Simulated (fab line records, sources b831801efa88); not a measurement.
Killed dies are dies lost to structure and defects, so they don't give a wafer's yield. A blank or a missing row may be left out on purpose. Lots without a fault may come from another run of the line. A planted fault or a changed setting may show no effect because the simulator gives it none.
fab line records | flow gf180mcu | part 2 of 2: steps 24 to 31 of 31
record lots=5 wafers=15 last_day=34
route steps=602 shown V4@494 MIM@503
lots that met no fault: from a run of the same line without faults
start_h: hours from the record's first day to the start of the lot's first wafer shown | wait_h: hours since the lot's step before | " the same as in the row above | L1.1+2: a row that stands for several wafers | - no value, or no start given | * or withheld: withheld | < > ~ a bound
route shown NAME@n: a module of which the file shows steps, and the number in the route of the first | usual: mean/standard deviation of fault-free wafers | same: alike in all rows | chamber/n: place in a boat | sites: the reading at each site | _std_site: their standard deviation | _edge_site: outer sites' mean less inner sites' | radius_mm: how far each site lies from the wafer's centre | mask NAME#n: copy n | behind: the tool/chamber that last shaped the wafer | hold: why the lot was held/for how many hours/how that ended | device: the transistor (n, p or np) that didn't switch | end of line: the same wafers' tests at the end of the route | a step without rows: its recipe alone | killed: dies lost to structure and defects at the first sort, not the wafer's yield | map: a wafer's dies, x killed, . not, _ none there
set.NAME: the setting as run; set.NAME@STEP: as run at that earlier step | model.NAME: the simulator's own value behind a step, which no gauge read
lots at some steps of the route; a table a step, a row a wafer
services: from which hour (start_h, from the record's first day; less than 0 if before it) a tool's chamber was out of use, for how many hours, and why
## steps
# step GF_MIM_COAT_14
# recipe resist=NOVOLAK spin_rpm=3000 resist_thk_nm=1000
# usual chill_plate_temp_C=23.01/0.097 exhaust_pa=44.9/0.83
# columns lot.wafer tool chamber start_h wait_h chill_plate_temp_C exhaust_pa
L075.1 litho_track-01 0 580.52 0.1 23.07 44.3
L075.2 " 0 " " 23.08 44.9
L075.6 " 0 " " 23.11 45.6
L076.2 litho_track-01 0 590.79 0.1 23.02 45.2
L076.4 " 0 " " 22.98 44.7
L076.5 " 0 " " 23.12 45.0
L081.1 litho_track-01 0 626.76 0.1 23.19 44.6
L081.2 " 0 " " 22.92 44.5
L081.6 " 0 " " 22.95 45.9
L085.1 litho_track-03 0 659.09 0.1 23.01 45.4
L085.5 " 0 " " 22.89 45.2
L085.6 " 0 " " 22.96 46.2
L096.2 litho_track-02 0 729.90 0.1 23.07 44.6
L096.4 " 0 " " 23.04 44.0
L096.5 " 0 " " 23.04 43.4
# step GF_MIM_SOFTBAKE_15
# recipe temp_c=90 time_s=60 resist=NOVOLAK
# usual chill_plate_temp_C=23.02/0.12 exhaust_pa=44.9/0.76
# columns lot.wafer tool chamber start_h wait_h chill_plate_temp_C exhaust_pa
L075.1 litho_track-01 0 580.67 0.1 23.29 45.5
L075.2 " 0 " " 23.22 44.6
L075.6 " 0 " " 23.12 45.2
L076.2 litho_track-01 0 590.94 0.1 23.07 43.9
L076.4 " 0 " " 23.02 44.3
L076.5 " 0 " " 23.13 44.2
L081.1 litho_track-01 0 626.91 0.1 23.18 45.3
L081.2 " 0 " " 23.18 45.1
L081.6 " 0 " " 22.91 44.7
L085.1 litho_track-03 0 659.24 0.1 22.92 45.4
L085.5 " 0 " " 22.80 44.6
L085.6 " 0 " " 22.75 43.9
L096.2 litho_track-02 0 730.05 0.1 22.91 46.4
L096.4 " 0 " " 23.03 45.1
L096.5 " 0 " " 22.95 45.3
# step GF_MIM_EXPOSE_16
# recipe mask_id=FuseTop target_cd_nm=2000 na=0.6 source_shape=conventional sigma_outer=0.6 dose_mj=140
# columns lot.wafer tool chamber start_h wait_h mask
L075.1+2+6 iline_stepper-01 0 - - FuseTop#0
L076.2+4+5 iline_stepper-02 0 - - FuseTop#0
L081.1+2+6 iline_stepper-01 0 - - FuseTop#0
L085.1+5+6 iline_stepper-02 0 - - FuseTop#0
L096.2+4+5 iline_stepper-01 0 - - FuseTop#0
# step GF_MIM_PEB_17
# recipe temp_c=withheld time_s=* resist=NOVOLAK
# usual chill_plate_temp_C=* exhaust_pa=45.0/0.81
# columns lot.wafer tool chamber start_h wait_h chill_plate_temp_C exhaust_pa
L075.1 litho_track-02 0 - - * 45.1
L075.2 " 0 " " * 46.7
L075.6 " 0 " " * 46.0
L076.2 litho_track-01 0 - - * 45.3
L076.4 " 0 " " * 45.0
L076.5 " 0 " " * 46.3
L081.1 litho_track-03 0 - - * 45.7
L081.2 " 0 " " * 45.9
L081.6 " 0 " " * 44.6
L085.1 litho_track-01 0 - - * 45.7
L085.5 " 0 " " * 45.8
L085.6 " 0 " " * 45.4
L096.2 litho_track-02 0 - - * 43.0
L096.4 " 0 " " * 44.1
L096.5 " 0 " " * 44.9
# step GF_MIM_DEVELOP_18
# recipe develop_time_s=60 dev_temp_c=23
# usual chill_plate_temp_C=22.99/0.1 exhaust_pa=44.9/0.92
# columns lot.wafer tool chamber start_h wait_h chill_plate_temp_C exhaust_pa
L075.1 litho_track-02 0 591.13 0.1 22.85 44.7
L075.2 " 0 " " 23.02 43.9
L075.6 " 0 " " 23.02 45.7
L076.2 litho_track-01 0 601.59 0.1 23.02 46.0
L076.4 " 0 " " 22.92 45.5
L076.5 " 0 " " 22.99 44.8
L081.1 litho_track-03 0 636.89 0.1 22.87 44.4
L081.2 " 0 " " 22.99 43.5
L081.6 " 0 " " 22.97 43.4
L085.1 litho_track-01 0 668.91 0.1 22.84 45.7
L085.5 " 0 " " 22.95 44.0
L085.6 " 0 " " 22.90 45.9
L096.2 litho_track-02 0 738.35 0.1 22.92 45.1
L096.4 " 0 " " 22.76 46.0
L096.5 " 0 " " 22.88 45.0
# step GF_MIM_METAL_ETCH_19
# recipe chemistry=Cl2/BCl3 mask_material=NOVOLAK stop_on=Si3N4 target_depth_nm=324.5 pressure_mtorr=8 icp_w=800 bias_w=140 Cl2_flow_sccm=80 bcl3_flow_sccm=40 time_s=54.1
# usual bcl3_flow_sccm=40.03/0.11 drypump_motor_current_A=5.46/0.14 oes_product_au=0.943/0.0062 throttle_valve_pct=28.282/0.011
# columns lot.wafer tool chamber start_h wait_h bcl3_flow_sccm drypump_motor_current_A oes_product_au rf_hours_counter_h throttle_valve_pct
L075.1 rie_metal-01 1 591.28 0.1 39.87 5.51 0.940 8 28.291
L075.2 " 0 " " 40.14 5.56 0.942 12 28.288
L075.6 " 1 " " 40.17 5.55 0.937 - 28.294
L076.2 rie_metal-03 1 601.72 0.1 39.83 5.64 0.951 7 28.281
L076.4 " 0 " " 40.05 5.41 0.947 - 28.273
L076.5 " 0 " " 39.93 5.42 0.945 - 28.293
L081.1 rie_metal-04 0 637.04 0.1 40.01 5.46 0.949 11 28.274
L081.2 " 1 " " 40.26 5.24 0.935 8 28.263
L081.6 " 0 " " 40.08 5.46 0.943 - 28.269
L085.1 rie_metal-01 0 669.06 0.1 40.16 5.55 0.944 1 28.263
L085.5 " 0 " " 40.15 5.56 0.934 - 28.286
L085.6 " 1 " " 40.02 5.57 0.938 - 28.281
L096.2 rie_metal-01 0 738.47 0.1 39.92 5.55 0.946 4 28.277
L096.4 " 0 " " 39.96 5.57 0.953 - 28.265
L096.5 " 0 " " 40.09 5.56 0.950 - 28.267
# step GF_MIM_STRIP_20
# recipe chemistry=O2/N2 power_w=1400 pressure_mtorr=1500 platen_temp_c=250 o2_flow_sccm=3000 n2_flow_sccm=300 overash_fraction=0.5
# usual drypump_motor_current_A=6.0/0.46 heater_power_w=324/52 oes_product_au=0.692/0.0042 strip_time_to_endpoint_s=11.23/0.042
# columns lot.wafer tool chamber start_h wait_h drypump_motor_current_A heater_power_w oes_product_au rf_hours_counter_h strip_time_to_endpoint_s
L075.1 plasma_asher-04 1 591.35 0.0 5.4 289 0.701 74 11.24
L075.2 " 0 " " 6.5 300 0.695 74 11.24
L075.6 " 0 " " 6.5 301 0.694 - 11.23
L076.2 plasma_asher-02 1 601.79 0.0 5.5 296 0.696 51 11.28
L076.4 " 1 " " 5.6 301 0.693 - 11.28
L076.5 " 1 " " 5.5 300 0.696 - 11.27
L081.1 plasma_asher-03 1 637.11 0.0 6.5 329 0.694 106 11.30
L081.2 " 0 " " 6.0 453 0.692 106 11.28
L081.6 " 0 " " 6.0 452 0.697 - 11.30
L085.1 plasma_asher-03 1 669.13 0.0 6.5 337 0.686 110 11.25
L085.5 " 0 " " 6.0 437 0.691 - 11.27
L085.6 " 1 " " 6.5 332 0.691 - 11.21
L096.2 plasma_asher-04 1 738.54 0.0 5.4 286 0.695 89 11.25
L096.4 " 1 " " 5.4 288 0.692 - 11.26
L096.5 " 0 " " 6.5 295 0.693 - 11.30
# step GF_MIM_STRIP_21
# recipe chemistry=post_etch_residue_remover time_s=1200 temp_c=72.5
# columns lot.wafer tool chamber start_h wait_h
L075.1+2+6 wet_bench-03 1 591.45 0.1
L076.2+4+5 wet_bench-02 0 601.89 0.1
L081.1+2+6 wet_bench-03 1 637.21 0.1
L085.1+5+6 wet_bench-04 0 669.23 0.1
L096.2+4+5 wet_bench-02 2 738.64 0.1
## services
# columns tool chamber start_h hours kind
pvd_sputter-04 - 556.05 2.8 repair
pvd_sputter-03 - 570.37 10.8 repair
cmp-02 - 572.25 4.0 pm
pecvd-01 - 576.49 1.8 repair
pecvd-04 - 582.04 1.8 repair
cmp-02 - 590.29 1.5 repair
pecvd-01 0 590.83 5.3 repair
pecvd-04 - 591.12 14.0 pm
pvd_sputter-01 - 594.80 1.5 repair
pvd_sputter-04 - 595.08 6.9 repair
rie_metal-01 - 595.59 31.3 repair
cmp-01 - 597.85 6.1 pm
pvd_sputter-01 - 603.62 1.2 repair
plasma_asher-03 - 619.60 0.3 repair
cmp-02 - 620.96 1.1 repair
pecvd-04 - 640.35 1.7 repair
pvd_sputter-04 - 652.13 1.0 repair
iline_stepper-01 - 653.38 1.7 pm
cmp-02 - 655.86 0.8 repair
cvd_w-02 1 680.63 2.9 repair
cmp-02 - 703.92 2.7 repair
cmp-02 - 708.10 0.4 repair
plasma_asher-03 - 733.75 9.0 pm
plasma_asher-03 - 734.16 0.7 repair
